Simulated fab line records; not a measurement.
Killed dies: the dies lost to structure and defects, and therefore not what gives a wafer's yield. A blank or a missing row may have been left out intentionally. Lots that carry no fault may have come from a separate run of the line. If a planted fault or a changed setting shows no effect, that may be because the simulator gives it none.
Which of the tools did it? + flow gf180mcu + Sampling: 6 lots, 18 wafers, 2 of 602 route steps

WHAT THE GAUGES SHOWED, per wafer
GF_HV_LDD_CD_MEAS_19: the cd target is 400 nm.
| lot  | measured     | on       | cdNm (nm)         |
|------|--------------|----------|-------------------|
| L115 | day 11 05:58 | cdSem-01 | 397.8 401.4 400.4 |
| L118 | day 12 09:19 | cdSem-01 | 399.9 399.8 400.2 |
| L121 | day 13 16:14 | cdSem-01 | 405.1 402.3 400.9 |
| L126 | day 15 05:02 | cdSem-02 | - - -             |
| L129 | day 15 23:52 | cdSem-02 | - - -             |
| L135 | day 17 14:58 | cdSem-02 | 398.8 401.1 399.6 |

TOOL THAT RAN EACH LOT (tool first, then ch and the chambers of the sampled wafers, then the start)
| lot  | GF_HV_LDD_DEVELOP_18             |
|------|----------------------------------|
| L115 | lithoTrack-03 ch 0, day 11 05:49 |
| L118 | lithoTrack-03 ch 0, day 12 09:10 |
| L121 | lithoTrack-03 ch 0, day 13 16:05 |
| L126 | lithoTrack-03 ch 0, day 15 04:55 |
| L129 | lithoTrack-03 ch 0, day 15 23:40 |
| L135 | lithoTrack-02 ch 0, day 17 14:49 |
- GF_HV_LDD_DEVELOP_18: develop time 60 s.

THE ANSWER, worked out from the rows above alone
Rule: what is usual is taken from the lots themselves. The widest of any qualifying gaps counts: lots, ordered by their means at a reading, are off when they make up no more than a third of the lots, leave a main group of 4 or more, and stand apart from it by 3 or more times the standard deviation of that group's means. A main group is skipped when, at the precision printed for the reading in the tables above, its means are all equal. A lot without any number at a reading at which 4 lots or more have one is off too. The other lots that the step has rows for count as sound.
Off at GF_HV_LDD_CD_MEAS_19 (cdNm): L126, L129. Without a number there: L126, L129. Mean 400.6 nm and standard deviation 1.2 in the main group.
A tool fits if, at a process step before that reading, it ran every lot that is off, and no sound lot after the first of them. The gauges at GF_HV_LDD_CD_MEAS_19 are tried like those tools. One fits: GF_HV_LDD_DEVELOP_18 on lithoTrack-03. A fault onset in the window from L121 (day 13 16:05, its last sound lot) to L126 (day 15 04:55, its first lot off) fits.

WHAT THE SIMULATOR HAD PUT IN
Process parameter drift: lithoTrack-03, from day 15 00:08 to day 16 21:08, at GF_HV_LDD_DEVELOP_18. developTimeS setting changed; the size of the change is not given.
Shown lots that were struck: L126, L129. This agrees with what the rule above found.
